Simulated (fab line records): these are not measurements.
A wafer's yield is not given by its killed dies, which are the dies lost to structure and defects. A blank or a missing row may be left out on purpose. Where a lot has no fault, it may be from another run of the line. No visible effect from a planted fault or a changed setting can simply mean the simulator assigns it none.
The same fault as seen by 2 desks || flow sky130 || what lay behind the numbers comes last; until then each desk has only its own

METROLOGY DESK
Lot by lot, what the gauges showed, no matter which tool ran the lot: averages of those sampled wafers that carry a number. If a lot's mean is further than 4 standard deviations from the usual mean, the lot is out of limits and carries the mark OUT (the distance appears in the brackets).
Columns: A = cdNm at SKY_FIELD_ISO_CD_MEAS_13, usual 149.8 nm; B = FIELD_ISO_OXIDATION_01_THK at SKY_FIELD_ISO_THK_MEAS_23, usual 10.07 nm; C = FIELD_ISO_CVD_24_THK at SKY_FIELD_ISO_THK_MEAS_25, usual 593 nm
{"lot": "L164", "first seen here": "day 3 13:08", "A": 152.4, "B": 10.03, "C": 602}
{"lot": "L171", "first seen here": "day 5 06:58", "A": 151.7, "B": 10.06, "C": 586}
{"lot": "L174", "first seen here": "day 5 17:51", "A": 150.2, "B": 9.99, "C": 600}
{"lot": "L175", "first seen here": "day 5 21:47", "A": 148.7, "B": 9.96, "C": 585}
{"lot": "L176", "first seen here": "day 6 01:50", "A": 151.2, "B": 10.24, "C": 588}
{"lot": "L181", "first seen here": "day 7 05:27", "A": 151.9, "B": 9.67, "C": 596}
This desk's verdict: no lot among the 6 shows anything out of limits.

TOOL OWNER'S DESK, wetBench-01
The tool's own readings at SKY_FIELD_ISO_WET_ETCH_18 (etches Si3N4 in H3PO4, target depth 25 nm, time 286 s): means of the sampled wafers that have a number, for each lot that ran on this tool. If a lot's mean is further than 4 standard deviations from the usual mean, the lot is out of limits and carries the mark OUT (the distance appears in the brackets).
Columns: A = runLengthS at SKY_FIELD_ISO_WET_ETCH_18, usual 314 s
{"lot": "L164", "first seen here": "day 3 13:29", "A": 319}
{"lot": "L174", "first seen here": "day 5 18:14", "A": "465 (+42) OUT"}
{"lot": "L176", "first seen here": "day 6 02:11", "A": "464 (+42) OUT"}
Finding of this desk: L174, L176 out of limits; the first was L174 at day 5 18:14, on runLengthS at SKY_FIELD_ISO_WET_ETCH_18. Within limits: L164.

PUT TOGETHER
At day 5 18:14, on L174, L176, the tool owner's desk was in a position to raise an alarm.
The metrology desk saw nothing out of limits.
The metrology desk holds a record of L174, L176, inside its limits.
Every lot named ran SKY_FIELD_ISO_WET_ETCH_18 on wetBench-01.

WHAT THE SIMULATOR PUT IN
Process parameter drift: wetBench-01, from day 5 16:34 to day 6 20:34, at SKY_FIELD_ISO_WET_ETCH_18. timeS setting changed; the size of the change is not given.
Shown lots that were struck: L174, L176.
How many hours passed from the start of the fault until each desk's first out-of-limits reading: the tool owner's desk, 2.
